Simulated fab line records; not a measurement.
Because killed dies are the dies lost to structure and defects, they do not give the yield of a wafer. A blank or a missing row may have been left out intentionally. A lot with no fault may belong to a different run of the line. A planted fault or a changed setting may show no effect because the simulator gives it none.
fab line records ; flow gf180mcu
record lots=5; wafers=15; last_day=33
route steps=602 shown CONTACT@314 M1@315
lots that met no fault: taken from a fault-free run of the same line
start_h: the number of hours between the record's first day and the start of the first shown wafer of the lot ; wait_h: hours since the lot's step before ; " the same as in the row above ; L1.1+2: one row covering several wafers at once ; - either no value or no given start ; * or withheld: withheld ; < > ~ a bound
route shown NAME@n: names a module that has steps shown in the file, with the first one's number in the route ; usual: mean and standard deviation over wafers with no fault ; same: alike in all rows ; chamber/n: place in a boat ; sites: the reading at each site ; _std_site: the standard deviation of these ; _edge_site: the outer-site mean with the inner-site mean subtracted ; radius_mm: how far each site lies from the wafer's centre ; mask NAME#n: copy n ; behind: the most recent tool/chamber to have shaped the wafer ; hold: what put the lot on hold/how long, in hours/how the hold closed ; device: whichever transistor did not switch (one of n, p or np) ; end of line: the route-end tests of the same wafers ; for a step that has no rows: nothing shown but its recipe ; killed: the dies lost at the first sort to structure and to defects; this is not the yield of the wafer ; map: per-die view of a wafer (x killed, . not killed, _ where there is no die)
set.NAME: the setting the step ran with; set.NAME@STEP: the setting that earlier step ran with ; model.NAME: the simulator's own value behind a step, which no gauge read
certain route steps with their lots: each step a table, each wafer a row
services: the hour from which a tool's chamber was out of use, counted from the record's first day as start_h (under 0 if before that day), plus the number of hours and why
## steps
# step GF_CONTACT_CMP_27
# recipe stop_on=SiO2; down_force_psi=3.5; platen_rpm=60; t_overpolish_s=15; target_thk_nm=0; pad_velocity_m_s=0.94248
# usual motor_current_A=10.9/0.89; overpolish_run_s=14.999/0.0095; platen_rpm=60.00/0.037; time_to_endpoint_s=72.5/2.9
lot.wafer;tool;chamber;start_h;wait_h;motor_current_A;overpolish_run_s;platen_rpm;time_to_endpoint_s
L074.3;cmp-01;1;363.00;0.0;12.1;15.003;60.01;74.5
L074.4;cmp-01;3;363.00;0.0;11.9;14.993;60.00;77.7
L074.1;cmp-01;0;363.00;0.0;11.7;15.015;59.99;75.9
L084.1;cmp-02;1;461.45;0.9;10.6;15.004;59.99;72.9
L084.2;cmp-02;2;461.45;0.9;11.3;14.991;60.01;74.7
L084.5;cmp-02;0;461.45;0.9;10.5;14.994;59.98;73.6
L085.1;cmp-01;2;466.07;0.1;10.0;15.006;60.01;73.8
L085.4;cmp-01;0;466.07;0.1;10.3;14.998;60.02;77.3
L085.5;cmp-01;1;466.07;0.1;11.8;14.991;59.96;73.6
L086.1;cmp-01;3;470.29;0.1;10.8;14.992;60.05;73.5
L086.3;cmp-01;0;470.29;0.1;10.9;14.989;60.05;74.0
L086.4;cmp-01;2;470.29;0.1;10.1;15.004;60.02;75.7
L091.3;cmp-02;0;508.34;0.0;9.8;15.001;60.06;68.5
L091.2;cmp-02;1;508.34;0.0;11.5;15.001;60.02;72.0
L091.6;cmp-02;1;508.34;0.0;10.8;15.022;60.00;72.1
# step GF_M1_SPUTTER_00
# recipe material=Ti; target_thk_nm=37.5; arriving_ion_energy_ev=80; substrate_temp_c=200; chamber_pressure_pa=2; power_w=4000; time_s=150
# usual cathode_dc_power_W=4000.0/0.68; throttle_valve_pct=29.6/0.77
# same time_s=150
lot.wafer;tool;chamber;start_h;wait_h;cathode_dc_power_W;throttle_valve_pct
L074.1;pvd_sputter-02;-;363.30;0.1;4000.3;30.0
L074.3;pvd_sputter-02;-;363.30;0.1;4000.6;28.3
L074.4;pvd_sputter-02;-;363.30;0.1;4000.1;30.0
L084.1;pvd_sputter-03;-;461.65;0.1;4001.3;29.9
L084.2;pvd_sputter-03;-;461.65;0.1;3999.8;29.0
L084.5;pvd_sputter-03;-;461.65;0.1;4000.2;29.9
L085.1;pvd_sputter-02;-;466.32;0.2;3998.9;28.8
L085.4;pvd_sputter-02;-;466.32;0.2;3999.7;30.3
L085.5;pvd_sputter-02;-;466.32;0.2;4000.9;30.2
L086.1;pvd_sputter-02;-;470.59;0.2;3999.5;30.3
L086.3;pvd_sputter-02;-;470.59;0.2;4001.0;28.7
L086.4;pvd_sputter-02;-;470.59;0.2;3999.2;30.3
L091.2;pvd_sputter-02;-;508.64;0.2;3999.8;28.9
L091.3;pvd_sputter-02;-;508.64;0.2;4000.8;29.9
L091.6;pvd_sputter-02;-;508.64;0.2;3999.9;30.1
# step GF_M1_SPUTTER_01
# recipe material=TiN; target_thk_nm=30; power_w=6500; time_s=25; chamber_pressure_pa=0.4
# usual cathode_dc_power_W=6500.0/1.2; throttle_valve_pct=29.6/0.77
# same time_s=25
lot.wafer;tool;chamber;start_h;wait_h;cathode_dc_power_W;throttle_valve_pct
L074.1;pvd_sputter-02;-;363.40;0.1;6500.7;30.1
L074.3;pvd_sputter-02;-;363.40;0.1;6499.8;28.3
L074.4;pvd_sputter-02;-;363.40;0.1;6500.3;30.2
L084.1;pvd_sputter-03;-;461.75;0.1;6501.4;30.2
L084.2;pvd_sputter-03;-;461.75;0.1;6502.3;29.2
L084.5;pvd_sputter-03;-;461.75;0.1;6499.7;29.9
L085.1;pvd_sputter-02;-;466.42;0.1;6499.1;28.9
L085.4;pvd_sputter-02;-;466.42;0.1;6499.7;30.1
L085.5;pvd_sputter-02;-;466.42;0.1;6498.8;30.0
L086.1;pvd_sputter-02;-;470.69;0.1;6500.6;30.4
L086.3;pvd_sputter-02;-;470.69;0.1;6499.3;28.5
L086.4;pvd_sputter-02;-;470.69;0.1;6500.6;30.1
L091.2;pvd_sputter-02;-;508.74;0.1;6499.7;28.8
L091.3;pvd_sputter-02;-;508.74;0.1;6498.7;29.9
L091.6;pvd_sputter-02;-;508.74;0.1;6500.0;30.0
# step GF_M1_SPUTTER_02
# recipe material=AlCu; target_thk_nm=450; power_w=10600; time_s=23.9; chamber_pressure_pa=0.4
# usual cathode_dc_power_W=10600/2.2; throttle_valve_pct=29.6/0.78
# same time_s=23.9
lot.wafer;tool;chamber;start_h;wait_h;cathode_dc_power_W;throttle_valve_pct
L074.1;pvd_sputter-02;-;363.43;0.0;10602;30.2
L074.3;pvd_sputter-02;-;363.43;0.0;10602;28.2
L074.4;pvd_sputter-02;-;363.43;0.0;10601;30.2
L084.1;pvd_sputter-03;-;461.78;0.0;10603;30.3
L084.2;pvd_sputter-03;-;461.78;0.0;10599;29.3
L084.5;pvd_sputter-03;-;461.78;0.0;10602;29.9
L085.1;pvd_sputter-02;-;466.45;0.0;10596;28.8
L085.4;pvd_sputter-02;-;466.45;0.0;10598;30.0
L085.5;pvd_sputter-02;-;466.45;0.0;10603;30.4
L086.1;pvd_sputter-02;-;470.72;0.0;10597;30.3
L086.3;pvd_sputter-02;-;470.72;0.0;10601;28.5
L086.4;pvd_sputter-02;-;470.72;0.0;10601;30.4
L091.2;pvd_sputter-02;-;508.77;0.0;10604;28.9
L091.3;pvd_sputter-02;-;508.77;0.0;10601;30.0
L091.6;pvd_sputter-02;-;508.77;0.0;10599;30.3
# step GF_M1_SPUTTER_03
# recipe material=Ti; target_thk_nm=10; substrate_temp_c=300; chamber_pressure_pa=0.3; power_w=3000; time_s=6.7
# usual cathode_dc_power_W=3000.0/0.56; throttle_valve_pct=29.6/0.75
# same time_s=6.7
lot.wafer;tool;chamber;start_h;wait_h;cathode_dc_power_W;throttle_valve_pct
L074.1;pvd_sputter-02;-;363.46;0.0;2999.2;30.2
L074.3;pvd_sputter-02;-;363.46;0.0;3000.1;28.6
L074.4;pvd_sputter-02;-;363.46;0.0;3000.4;29.8
L084.1;pvd_sputter-03;-;461.81;0.0;3000.1;30.0
L084.2;pvd_sputter-03;-;461.81;0.0;2999.9;29.5
L084.5;pvd_sputter-03;-;461.81;0.0;3000.3;29.9
L085.1;pvd_sputter-02;-;466.48;0.0;2999.6;28.7
L085.4;pvd_sputter-02;-;466.48;0.0;2999.1;30.0
L085.5;pvd_sputter-02;-;466.48;0.0;2999.4;30.1
L086.1;pvd_sputter-02;-;470.75;0.0;3000.3;30.0
L086.3;pvd_sputter-02;-;470.75;0.0;3000.8;28.6
L086.4;pvd_sputter-02;-;470.75;0.0;3000.1;30.0
L091.2;pvd_sputter-02;-;508.80;0.0;3000.3;28.9
L091.3;pvd_sputter-02;-;508.80;0.0;3000.5;30.2
L091.6;pvd_sputter-02;-;508.80;0.0;2999.5;30.3
# step GF_M1_SPUTTER_04
# recipe material=TiN; target_thk_nm=50; power_w=6500; time_s=41.7; chamber_pressure_pa=0.4
# usual cathode_dc_power_W=6500.0/1.1; throttle_valve_pct=29.6/0.77
# same time_s=41.7
lot.wafer;tool;chamber;start_h;wait_h;cathode_dc_power_W;throttle_valve_pct
L074.1;pvd_sputter-02;-;363.48;0.0;6499.4;30.2
L074.3;pvd_sputter-02;-;363.48;0.0;6498.9;28.4
L074.4;pvd_sputter-02;-;363.48;0.0;6498.2;30.2
L084.1;pvd_sputter-03;-;461.83;0.0;6500.8;30.1
L084.2;pvd_sputter-03;-;461.83;0.0;6501.6;29.2
L084.5;pvd_sputter-03;-;461.83;0.0;6500.3;30.0
L085.1;pvd_sputter-02;-;466.50;0.0;6501.0;28.9
L085.4;pvd_sputter-02;-;466.50;0.0;6501.0;30.1
L085.5;pvd_sputter-02;-;466.50;0.0;6499.3;29.9
L086.1;pvd_sputter-02;-;470.77;0.0;6498.7;30.1
L086.3;pvd_sputter-02;-;470.77;0.0;6498.2;28.3
L086.4;pvd_sputter-02;-;470.77;0.0;6499.5;30.1
L091.2;pvd_sputter-02;-;508.82;0.0;6501.3;28.8
L091.3;pvd_sputter-02;-;508.82;0.0;6500.0;30.4
L091.6;pvd_sputter-02;-;508.82;0.0;6501.0;29.9
# step GF_M1_RS_MEAS_05
# recipe thk_meas_gauge=four-point-probe; reads=TiN_of_M1_SPUTTER_04+Ti_of_M1_SPUTTER_03+AlCu_of_M1_SPUTTER_02+TiN_of_M1_SPUTTER_01+Ti_of_M1_SPUTTER_00
# usual M1_ALCU_RS=0.0698/0.0008
lot.wafer;tool;chamber;start_h;wait_h;M1_ALCU_RS[ohm/sq]
L074.1;film_metro-01;-;363.52;0.0;0.0695
L074.3;film_metro-01;-;363.52;0.0;0.0682
L074.4;film_metro-01;-;363.52;0.0;0.0694
L084.1;film_metro-01;-;461.87;0.0;0.0697
L084.2;film_metro-01;-;461.87;0.0;0.0697
L084.5;film_metro-01;-;461.87;0.0;0.0693
L085.1;film_metro-04;-;466.54;0.0;0.0695
L085.4;film_metro-04;-;466.54;0.0;0.0701
L085.5;film_metro-04;-;466.54;0.0;0.0695
L086.1;film_metro-04;-;470.81;0.0;0.0693
L086.3;film_metro-04;-;470.81;0.0;0.0688
L086.4;film_metro-04;-;470.81;0.0;0.0694
L091.2;film_metro-01;-;508.88;0.0;0.0694
L091.3;film_metro-01;-;508.88;0.0;0.0697
L091.6;film_metro-01;-;508.88;0.0;0.0700
# step GF_M1_THK_MEAS_06
# recipe thk_meas_gauge=xrf; reads=AlCu_of_M1_SPUTTER_02
# usual M1_ALCU_THK=441/5
lot.wafer;tool;chamber;start_h;wait_h;M1_ALCU_THK[nm]
L074.1;film_metro-01;-;363.64;0.1;443
L074.3;film_metro-01;-;363.64;0.1;449
L074.4;film_metro-01;-;363.64;0.1;443
L084.1;film_metro-01;-;461.99;0.1;444
L084.2;film_metro-01;-;461.99;0.1;444
L084.5;film_metro-01;-;461.99;0.1;444
L085.1;film_metro-04;-;466.66;0.1;443
L085.4;film_metro-04;-;466.66;0.1;439
L085.5;film_metro-04;-;466.66;0.1;443
L086.1;film_metro-04;-;470.93;0.1;444
L086.3;film_metro-04;-;470.93;0.1;446
L086.4;film_metro-04;-;470.93;0.1;443
L091.2;film_metro-01;-;508.99;0.1;444
L091.3;film_metro-01;-;508.99;0.1;442
L091.6;film_metro-01;-;508.99;0.1;439
# step GF_M1_DEHYDRATE_07
# recipe temp_c=200; time_s=60
# same time_s=60
lot.wafer;tool;chamber;start_h;wait_h
L074.1+3+4;litho_track-02;0;373.29;9.6
L084.1+2+5;litho_track-01;0;473.47;11.5
L085.1+4+5;litho_track-04;0;478.19;11.5
L086.1+3+4;litho_track-02;0;482.34;11.4
L091.2+3+6;litho_track-01;0;519.44;10.4
# step GF_M1_HMDS_08
# recipe prime_time_s=60; prime_temp_c=120
# same prime_time_s=60
lot.wafer;tool;chamber;start_h;wait_h
L074.1+3+4;litho_track-02;0;373.44;0.1
L084.1+2+5;litho_track-01;0;473.62;0.1
L085.1+4+5;litho_track-04;0;478.34;0.1
L086.1+3+4;litho_track-02;0;482.49;0.1
L091.2+3+6;litho_track-01;0;519.59;0.1
## services
tool;chamber;start_h;hours;kind
cmp-02;-;341.57;4.6;repair
cmp-01;-;350.91;2.3;repair
cmp-02;-;371.68;2.1;repair
pvd_sputter-02;-;381.10;1.7;repair
pvd_sputter-02;-;394.85;4.6;repair
cmp-01;-;404.13;4.0;pm
pvd_sputter-02;-;407.13;5.5;repair
cmp-01;-;408.13;-;consumable_replace:conditioner
cmp-01;-;408.13;-;consumable_replace:pad
pvd_sputter-03;-;414.80;15.3;repair
cmp-02;-;416.09;5.6;pm
pvd_sputter-03;-;417.07;2.0;repair
cmp-02;-;437.52;5.4;pm
cmp-01;-;451.63;1.9;repair
pvd_sputter-03;-;451.74;9.8;repair
cmp-01;-;456.58;6.2;pm
cmp-01;-;467.05;0.8;repair
pvd_sputter-02;0;480.85;-;consumable_replace:kit
pvd_sputter-02;0;480.85;18.0;scheduled_down
pvd_sputter-02;0;480.85;18.0;vent_cycle
## key
fault none
